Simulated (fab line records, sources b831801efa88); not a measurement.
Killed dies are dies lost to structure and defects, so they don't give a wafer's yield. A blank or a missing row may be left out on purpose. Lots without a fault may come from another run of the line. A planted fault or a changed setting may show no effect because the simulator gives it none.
Split-lot experiment | flow sky130 | 5 lots, 23 wafers read, on a route of 708 steps

THE SPLIT
At SKY_VT_ADJUST_NCORE_COAT_02 (resist thk 1140 nm), the setting spin_rpm was moved away from the recipe's 3000 rpm on 9 of the 23 wafers read, by -6.0% to +3.6%. The other wafers ran this setting at the recipe's value.

The reading is taken at the split's own step.

THE READING
NOVOLAK_of_VT_ADJUST_NCORE_COAT_02.thk_nm (the simulator's own value, which no gauge read), in nm, at SKY_VT_ADJUST_NCORE_COAT_02 (resist thk 1140 nm). The file gives no usual value for it. The 14 wafers here that ran the recipe average 1141 nm, standard deviation 2.8 nm.

wafer  | tool, chamber at the split | spin_rpm as run, rpm | against the recipe | NOVOLAK_of_VT_ADJUST_NCORE_COAT_02.thk_nm, nm | against lot-mates on the recipe
L077.1 | litho_track-01, 0          | 3000                 | recipe             | 1141                                          | -
L077.5 | litho_track-01, 0          | 3000                 | recipe             | 1141                                          | -
L077.4 | litho_track-01, 0          | 3000                 | recipe             | 1139                                          | -
L079.1 | litho_track-01, 0          | 3000                 | recipe             | 1136                                          | -
L079.2 | litho_track-01, 0          | 3000                 | recipe             | 1136                                          | -
L079.4 | litho_track-01, 0          | 3000                 | recipe             | 1142                                          | -
L079.5 | litho_track-01, 0          | 2820                 | -6.0%              | 1173                                          | +35
L079.6 | litho_track-01, 0          | 2820                 | -6.0%              | 1175                                          | +37
L082.1 | litho_track-01, 0          | 3109                 | +3.6%              | 1122                                          | -16
L082.2 | litho_track-01, 0          | 3109                 | +3.6%              | 1120                                          | -18
L082.4 | litho_track-01, 0          | 3109                 | +3.6%              | 1119                                          | -20
L082.5 | litho_track-01, 0          | 3000                 | recipe             | 1139                                          | -
L082.6 | litho_track-01, 0          | 3000                 | recipe             | 1138                                          | -
L083.1 | litho_track-02, 0          | 2823                 | -5.9%              | 1180                                          | +36
L083.2 | litho_track-02, 0          | 3000                 | recipe             | 1144                                          | -
L083.3 | litho_track-02, 0          | 3000                 | recipe             | 1145                                          | -
L083.4 | litho_track-02, 0          | 2823                 | -5.9%              | 1177                                          | +33
L083.6 | litho_track-02, 0          | 3000                 | recipe             | 1142                                          | -
L085.1 | litho_track-02, 0          | 2932                 | -2.3%              | 1158                                          | +15
L085.2 | litho_track-02, 0          | 3000                 | recipe             | 1143                                          | -
L085.4 | litho_track-02, 0          | 3000                 | recipe             | 1144                                          | -
L085.5 | litho_track-02, 0          | 2932                 | -2.3%              | 1156                                          | +13
L085.6 | litho_track-02, 0          | 3000                 | recipe             | 1141                                          | -

THE FIT
A straight line over all 23 wafers: NOVOLAK_of_VT_ADJUST_NCORE_COAT_02.thk_nm changes by -5.91 nm for each +1% of spin_rpm; r = -0.99; the points scatter about the line by 2.8 nm.
The same after taking each lot's own level away (the mean of its wafers on the recipe; 23 wafers): -5.71 nm for each +1%; r = -0.99; scatter 1.8 nm.
On that fit, the largest move of spin_rpm shifts the reading by 34 nm.
The lots' own levels span 1138.0 to 1143.7 nm, that is 2.1 times the standard deviation above.
So the lot-to-lot level changes the slope little: the two slopes agree.
Check: with one of the wafers moved furthest among these (-6.0%) left out of the fit, the line predicts +35 nm for it against its lot-mates. It came out at +35 nm against them.

OTHER SPLITS ON THESE WAFERS
These wafers also went through other splits before the reading. Each is held against what the fit with the lots' levels taken away leaves over:
other split on the same wafers           | wafers away from the commonest value | r with NOVOLAK_of_VT_ADJUST_NCORE_COAT_02.thk_nm (lot level and that fit taken away)
SKY_FIELD_ISO_EXPOSE_10 dose_mj          | 6                                    | +0.05
SKY_FIELD_ISO_ETCH_17 icp_w              | 9                                    | +0.01
SKY_FIELD_ISO_WET_ETCH_30 time_s         | 15                                   | +0.21
SKY_NWELL_OXIDATION_01 temp_c            | 15                                   | +0.13
SKY_NWELL_COAT_05 resist_thk_nm          | 9                                    | +0.15
SKY_NWELL_IMPLANT_12 energy_kev          | 7                                    | +0.10
SKY_NWELL_IMPLANT_24 energy_kev          | 8                                    | +0.02
SKY_VT_ADJUST_LVTN_STRIP_09 o2_flow_sccm | 7                                    | +0.02

THE WHOLE CHAIN: every reading that the file lists as answering this split, in the file's order
step                         | what it does       | reading                                                                                    | change (the file's fit)              | r (the file's)
SKY_VT_ADJUST_NCORE_COAT_02  | resist thk 1140 nm | NOVOLAK_of_VT_ADJUST_NCORE_COAT_02.thk_nm (the simulator's own value, which no gauge read) | -5.79 nm for each +1% of the setting | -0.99
SKY_VT_ADJUST_NCORE_STRIP_10 | strips in O2/N2    | strip_time_to_endpoint_s                                                                   | withheld for each +1% of the setting | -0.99

THE FILE'S OWN FIT
NOVOLAK_of_VT_ADJUST_NCORE_COAT_02.thk_nm changes by -5.79 nm for each +1% of spin_rpm, r = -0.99.
